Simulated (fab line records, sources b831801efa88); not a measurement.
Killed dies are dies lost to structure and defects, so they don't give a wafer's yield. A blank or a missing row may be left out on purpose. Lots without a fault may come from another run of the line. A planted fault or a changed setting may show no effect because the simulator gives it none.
Which tool did it? | flow gf180mcu | 11 lots, 33 wafers sampled, at 6 steps of a route of 602

WHAT THE GAUGES READ, wafer by wafer
GF_V4_RS_MEAS_24: measures by four-point-probe.
lot  | measured     | on            | V4_W_RS (ohm/sq)
L463 | day 24 21:56 | film_metro-01 | 0.332 0.332 0.324
L464 | day 25 01:14 | film_metro-04 | 0.339 0.339 0.340
L469 | day 26 21:45 | film_metro-01 | 0.331 0.327 0.333
L470 | day 27 00:31 | film_metro-04 | 0.769 0.332 0.327
L471 | day 27 07:23 | film_metro-04 | 0.335 0.334 0.323
L472 | day 27 21:35 | film_metro-02 | 0.835 0.794 0.802
L478 | day 29 13:57 | film_metro-04 | 0.321 0.329 0.331
L481 | day 30 07:31 | film_metro-02 | 0.332 0.328 0.328
L482 | day 30 15:05 | film_metro-04 | 0.327 0.325 0.326
L483 | day 31 02:43 | film_metro-01 | 0.329 0.325 0.327
L485 | day 31 09:13 | film_metro-02 | 0.325 0.325 0.329

GF_V4_THK_MEAS_25: measures by xrf.
lot  | measured     | on            | V4_W_THK (nm)
L463 | day 24 22:03 | film_metro-01 | 346 348 360
L464 | day 25 01:22 | film_metro-04 | 341 338 340
L469 | day 26 21:52 | film_metro-01 | 349 351 346
L470 | day 27 00:38 | film_metro-04 | 151 343 350
L471 | day 27 07:30 | film_metro-04 | 344 344 354
L472 | day 27 21:42 | film_metro-02 | 140 146 145
L478 | day 29 14:04 | film_metro-04 | 362 351 351
L481 | day 30 07:37 | film_metro-02 | 346 350 351
L482 | day 30 15:11 | film_metro-04 | 353 357 353
L483 | day 31 02:50 | film_metro-01 | 347 352 352
L485 | day 31 09:20 | film_metro-02 | 355 354 349

WHICH TOOL RAN EACH LOT (tool, then ch and the chambers of the sampled wafers, then the start)
lot  | GF_M4_SPUTTER_00             | GF_M4_SPUTTER_04             | GF_V4_SPUTTER_21             | GF_V4_CVD_23
L463 | pvd_sputter-02, day 22 23:01 | pvd_sputter-02, day 22 23:12 | pvd_sputter-02, day 24 21:43 | cvd_w-01 ch 0,1, day 24 21:49
L464 | pvd_sputter-02, day 23 02:25 | pvd_sputter-02, day 23 02:35 | pvd_sputter-03, day 25 01:02 | cvd_w-01 ch 1, day 25 01:08
L469 | pvd_sputter-03, day 25 00:38 | pvd_sputter-03, day 25 00:49 | pvd_sputter-01, day 26 21:31 | cvd_w-02 ch 0,1, day 26 21:37
L470 | pvd_sputter-03, day 25 05:09 | pvd_sputter-03, day 25 05:20 | pvd_sputter-03, day 27 00:19 | cvd_w-02 ch 0,1, day 27 00:25
L471 | pvd_sputter-03, day 25 11:17 | pvd_sputter-03, day 25 11:29 | pvd_sputter-01, day 27 07:10 | cvd_w-01 ch 0,1, day 27 07:16
L472 | pvd_sputter-02, day 26 00:50 | pvd_sputter-02, day 26 01:01 | pvd_sputter-01, day 27 21:22 | cvd_w-02 ch 0, day 27 21:28
L478 | pvd_sputter-02, day 27 20:49 | pvd_sputter-02, day 27 21:00 | pvd_sputter-01, day 29 13:43 | cvd_w-01 ch 0,1, day 29 13:49
L481 | pvd_sputter-03, day 28 14:58 | pvd_sputter-03, day 28 15:09 | pvd_sputter-01, day 30 07:17 | cvd_w-02 ch 0, day 30 07:23
L482 | pvd_sputter-04, day 28 22:52 | pvd_sputter-04, day 28 23:02 | pvd_sputter-03, day 30 14:44 | cvd_w-02 ch 1, day 30 14:52
L483 | pvd_sputter-04, day 29 11:06 | pvd_sputter-04, day 29 11:17 | pvd_sputter-02, day 31 02:31 | cvd_w-01 ch 1, day 31 02:37
L485 | pvd_sputter-04, day 29 18:35 | pvd_sputter-04, day 29 18:46 | pvd_sputter-02, day 31 09:01 | cvd_w-02 ch 0,1, day 31 09:07
- GF_M4_SPUTTER_00: material Ti, target thk 37.5 nm, time 150 s.
- GF_M4_SPUTTER_04: material TiN, target thk 50 nm, time 41.7 s.
- GF_V4_SPUTTER_21: material Ti, target thk 15 nm, time 80.02 s.
- GF_V4_CVD_23: deposits W, target thk 350 nm, time 104.9 s.

WHAT THE TOOLS THEMSELVES READ (means of the sampled wafers that have a number; where no wafer has one, the mark that the record gives instead)
GF_M4_SPUTTER_00.
lot  | tool           | throttle_valve_pct (%)
L463 | pvd_sputter-02 | 29.1
L464 | pvd_sputter-02 | 29.8
L469 | pvd_sputter-03 | 32.3
L470 | pvd_sputter-03 | 32.3
L471 | pvd_sputter-03 | 31.7
L472 | pvd_sputter-02 | 30.0
L478 | pvd_sputter-02 | 29.0
L481 | pvd_sputter-03 | 30.2
L482 | pvd_sputter-04 | 31.6
L483 | pvd_sputter-04 | 31.0
L485 | pvd_sputter-04 | 30.9

GF_M4_SPUTTER_04.
lot  | tool           | throttle_valve_pct (%)
L463 | pvd_sputter-02 | 29.3
L464 | pvd_sputter-02 | 29.8
L469 | pvd_sputter-03 | 32.5
L470 | pvd_sputter-03 | 32.4
L471 | pvd_sputter-03 | 31.8
L472 | pvd_sputter-02 | 29.9
L478 | pvd_sputter-02 | 29.0
L481 | pvd_sputter-03 | 30.2
L482 | pvd_sputter-04 | 31.8
L483 | pvd_sputter-04 | 31.0
L485 | pvd_sputter-04 | 30.8

GF_V4_SPUTTER_21.
lot  | tool           | throttle_valve_pct (%)
L463 | pvd_sputter-02 | 29.3
L464 | pvd_sputter-03 | 31.6
L469 | pvd_sputter-01 | 29.7
L470 | pvd_sputter-03 | 31.4
L471 | pvd_sputter-01 | 30.0
L472 | pvd_sputter-01 | 30.5
L478 | pvd_sputter-01 | 30.2
L481 | pvd_sputter-01 | 30.1
L482 | pvd_sputter-03 | 29.9
L483 | pvd_sputter-02 | 29.7
L485 | pvd_sputter-02 | 28.4

GF_V4_CVD_23.
lot  | tool     | heater_power_w (W)
L463 | cvd_w-01 | 914
L464 | cvd_w-01 | 943
L469 | cvd_w-02 | 870
L470 | cvd_w-02 | 857
L471 | cvd_w-01 | 907
L472 | cvd_w-02 | 883
L478 | cvd_w-01 | 911
L481 | cvd_w-02 | 887
L482 | cvd_w-02 | 839
L483 | cvd_w-01 | 957
L485 | cvd_w-02 | 858

THE ANSWER, worked out from the rows above alone
Rule: what is usual is taken from the lots themselves. Put in order of their means at a reading, lots are off if they are a third of the lots or fewer, leave a main group of 4 or more, and stand apart from it by a gap of 3 or more times the standard deviation of the main group's means; of several such gaps the widest counts. A main group whose means are all the same, to the digits that the tables above print for the reading, isn't used. A lot without any number at a reading at which 4 lots or more have one is off too. The other lots that the step has rows for count as sound. The gauges are gone through in route order, then the tools' own readings, and for those a lot's mean is taken as printed above. The first step at which some lot is off is used, and at that step the reading that is off furthest; a lot without a number counts as furthest.
Off: L470, L472, at GF_V4_RS_MEAS_24 (V4_W_RS). The main group: mean 0.329 ohm/sq, standard deviation 0.0039.
A tool fits if, at a process step before that reading, it ran every lot that is off, and no sound lot after the first of them. The gauges at GF_V4_RS_MEAS_24 are tried like those tools. None of those tried fits.

WHAT THE SIMULATOR HAD PUT IN
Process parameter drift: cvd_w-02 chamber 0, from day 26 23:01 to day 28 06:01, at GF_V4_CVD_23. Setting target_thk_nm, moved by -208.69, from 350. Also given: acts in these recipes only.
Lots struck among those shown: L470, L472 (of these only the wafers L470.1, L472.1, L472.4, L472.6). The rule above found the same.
